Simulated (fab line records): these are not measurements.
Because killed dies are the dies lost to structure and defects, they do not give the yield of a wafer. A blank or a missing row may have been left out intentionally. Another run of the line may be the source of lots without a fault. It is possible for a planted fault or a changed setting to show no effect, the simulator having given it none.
What tool caused it?	flow sky130	14 lots with 42 wafers sampled at 2 steps, on a route of 708 steps

WHAT EACH GAUGE READ, for each wafer
Not one reading of a measure or inspect step in the record can be checked against a usual standard deviation.

WHICH TOOL RAN EACH LOT (tool, then ch and the chambers of the sampled wafers, then the start)
lot	SKY_PASSIVATION_CVD_00	SKY_PAD_OPEN_PROBE_99
L117	pecvd-04 ch 0,1, day 44 10:39	-
L118	pecvd-01 ch 0,1, day 44 19:58	-
L119	pecvd-04 ch 1,2, day 44 21:47	-
L120	pecvd-02 ch 1,2, day 45 01:52	-
L124	pecvd-04 ch 0,1,2, day 46 04:37	prober-01, day 47 23:47
L125	pecvd-04 ch 1,2, day 46 06:29	prober-02, day 48 00:19
L131	pecvd-01 ch 0,1,2, day 47 14:13	-
L133	pecvd-01 ch 0,1,2, day 48 03:59	prober-02, day 49 18:32
L135	pecvd-01 ch 1,2, day 48 09:58	-
L136	pecvd-01 ch 0,1,2, day 48 19:22	-
L137	pecvd-01 ch 0,2, day 48 22:02	-
L138	pecvd-04 ch 1,2, day 49 02:16	-
L139	pecvd-02 ch 1,2, day 49 04:13	-
L140	pecvd-04 ch 0,1, day 49 13:13	-
- SKY_PASSIVATION_CVD_00: deposits SiO2, target thk 90 nm.
- SKY_PAD_OPEN_PROBE_99

AS READ BY THE TOOLS THEMSELVES (means over the sampled wafers that have a number; for cases with no such wafer, the mark the record gives instead)
SKY_PASSIVATION_CVD_00. Usual: heater-power-w 670 W, standard deviation 120; susceptor-temp-C 399.99 C, standard deviation 0.21.
lot	tool	heater-power-w (W)	susceptor-temp-C (C)	flag
L117	pecvd-04	554	399.85	
L118	pecvd-01	541	400.21	
L119	pecvd-04	699	400.03	
L120	pecvd-02	751	399.96	
L124	pecvd-04	648	399.95	
L125	pecvd-04	676	399.99	
L131	pecvd-01	717	400.13	
L133	pecvd-01	642	399.95	
L135	pecvd-01	674	400.04	
L136	pecvd-01	628	400.13	
L137	pecvd-01	701	400.35	
L138	pecvd-04	565	399.88	
L139	pecvd-02	828	399.91	
L140	pecvd-04	680	399.94	

SKY_PAD_OPEN_PROBE_99. Usual: defect-limited-yield 82.5 %, standard deviation 1.9; killed_at_M0_to_M3 43, standard deviation 6.8; killed_at_M4_up 3.0, standard deviation 1.6; killed-at-contacts 25, standard deviation 6; killed-at-front-end 15, standard deviation 4.4; killed-at-other 0.3, standard deviation 0.52; killed-dies 86, standard deviation 9.6; killed-open 47, standard deviation 6.7; killed-short 39, standard deviation 6.8; sort_bin_3_pad_short 0.9 %, standard deviation 0.43; sort_bin_5_function 10.3 %, standard deviation 1.5; sort_bin_6_memory 6.3 %, standard deviation 1.1; sort-n-pass 406, standard deviation 9.6; sort-yield-pct 82.5 %, standard deviation 1.9.
lot	tool	defect-limited-yield (%)	killed_at_M0_to_M3	killed_at_M4_up	killed-at-contacts	killed-at-front-end	killed-at-other	killed-dies	killed-open	killed-short	sort_bin_3_pad_short (%)	sort_bin_5_function (%)	sort_bin_6_memory (%)	sort-n-pass	sort-yield-pct (%)	flag
L124	prober-01	80.2	36	2.3	24	13	22.0	97	44	31	2.2	10.8	6.8	395	80.2	OFF
L125	prober-02	79.0	45	4.0	23	10	20.7	103	45	37	2.4	12.9	5.7	389	79.0	OFF
L133	prober-02	83.6	40	3.7	27	9	0.0	81	43	38	0.7	9.7	6.0	411	83.6	

THE ANSWER, worked out from the rows above alone
Rule: lot off if the mean of its wafers having a number is beyond 3 standard deviations from the usual mean. Also off: a lot with no number at a reading for which 4 or more lots have one. The other lots that the step has rows for count as sound. After the gauges, taken in route order, come the tools' own readings; for these a lot's mean is taken, as printed above. The first step at which some lot is off is used, and at that step the reading that is off furthest; a lot without a number counts as furthest.
Off: L124, L125, at SKY_PAD_OPEN_PROBE_99 (killed-at-other). Neither off nor sound, because the step has no rows for them: L117, L118, L119, L120, L131, L135, L136, L137, L138, L139, L140.
If a tool, at that step or one of the process steps before it, ran each lot that is off and ran no sound lot following the first of them, it fits. One fits: SKY_PASSIVATION_CVD_00 on pecvd-04. It ran no sound lot before its first lot that is off in this sample, so the start can't be narrowed down.

WHAT THE SIMULATOR HAD INSERTED
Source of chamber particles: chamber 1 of pecvd-04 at SKY_PASSIVATION_CVD_00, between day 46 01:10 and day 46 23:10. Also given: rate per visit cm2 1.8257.
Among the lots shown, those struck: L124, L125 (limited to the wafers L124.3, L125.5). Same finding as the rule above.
